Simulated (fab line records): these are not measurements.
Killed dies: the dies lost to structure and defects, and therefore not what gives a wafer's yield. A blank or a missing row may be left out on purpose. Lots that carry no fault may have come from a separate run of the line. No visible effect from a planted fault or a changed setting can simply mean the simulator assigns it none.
One fault through the eyes of 2 desks	flow sky130	what lay behind the numbers comes last; until then each desk has only its own

== DESK OF THE TOOL OWNER: implanter-04 ==
SKY_NWELL_IMPLANT_13, tool's own readings: per-lot mean of the sampled wafers with a number, covering each lot this tool ran. The brackets show how far a lot's mean lies from the usual mean; more than 4 standard deviations puts the lot out of limits, marked OUT.
Columns: A = dose_ions_cm2 at SKY_NWELL_IMPLANT_13, usual 7e+11; B = faraday_current_uA at SKY_NWELL_IMPLANT_13, usual 3.94
lot	first seen here	A	B
L321	day 5 14:04	7e+11	3.85
L322	day 5 21:55	7e+11	3.93
L327	day 6 23:08	7e+11	3.97
L331	day 7 21:01	7e+11	4.02
L336	day 9 06:34	2e+11 (-99 or more) OUT	1.25 (-34) OUT
L337	day 9 10:46	2e+11 (-99 or more) OUT	1.23 (-34) OUT
L338	day 9 17:25	2e+11 (-99 or more) OUT	1.26 (-34) OUT
This desk's verdict: out of limits on L336, L337, L338, starting with L336 at day 9 06:34 (dose_ions_cm2 at SKY_NWELL_IMPLANT_13). In limits: L321, L322, L327, L331.

== THE METROLOGY DESK ==
Lot by lot, what the gauges showed, no matter which tool ran the lot: averages of those sampled wafers that carry a number. The brackets show how far a lot's mean lies from the usual mean; more than 4 standard deviations puts the lot out of limits, marked OUT.
Columns: A = INCOMING_BOW at SKY_FIELD_ISO_BOW_MEAS_00, usual 0 um; B = NWELL_RS at SKY_NWELL_RS_MEAS_29, usual 624.9 ohm/sq; C = cd_nm at SKY_VT_ADJUST_NCORE_CD_MEAS_07, usual 379.4 nm; D = VT_ADJUST_NCORE_TW at SKY_VT_ADJUST_NCORE_TW_MEAS_11, usual 219.3
lot	first seen here	A	B	C	D
L318	day 1 15:00	5	626.2	379.2	219.2
L319	day 1 20:01	2	622.6	381.5	215.8
L320	day 2 01:00	-2	626.4	379.0	219.8
L321	day 2 06:04	-3	624.4	378.8	220.0
L322	day 2 11:00	-4	626.0	380.5	215.3
L326	day 3 07:02	-1	624.7	380.0	219.7
L327	day 3 12:00	2	625.0	377.8	219.6
L329	day 3 22:02	5	624.7	382.0	220.5
L331	day 4 08:00	-3	625.3	381.3	220.1
L336	day 5 09:01	6	641.7 (+11) OUT	380.8	221.1
L337	day 5 14:04	4	640.3 (+10) OUT	374.9	217.5
L338	day 5 19:00	-1	643.1 (+12) OUT	378.0	219.6
L340	day 6 05:02	-2	625.2	378.0	221.5
This desk finds L336, L337, L338 out of limits, with the earliest case on L336 at day 10 04:06 (NWELL_RS at SKY_NWELL_RS_MEAS_29). In limits: L318, L319, L320, L321, L322, L326, L327, L329, L331, L340.

== TAKEN TOGETHER ==
The tool owner's desk had the chance to raise an alarm at day 9 06:34 on L336, L337, L338.
At day 10 04:06 the metrology desk could have sounded an alarm, on L336, L337, L338.
All the named lots went through SKY_NWELL_IMPLANT_13 on implanter-04.

== WHAT HAD BEEN PUT IN BY THE SIMULATOR ==
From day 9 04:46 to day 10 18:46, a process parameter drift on implanter-04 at SKY_NWELL_IMPLANT_13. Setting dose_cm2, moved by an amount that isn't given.
Struck lots among those shown: L336, L337, L338.
Counting hours from when the fault started, the first reading out of limits came at 2 for the tool owner's desk and at 23 for the metrology desk.
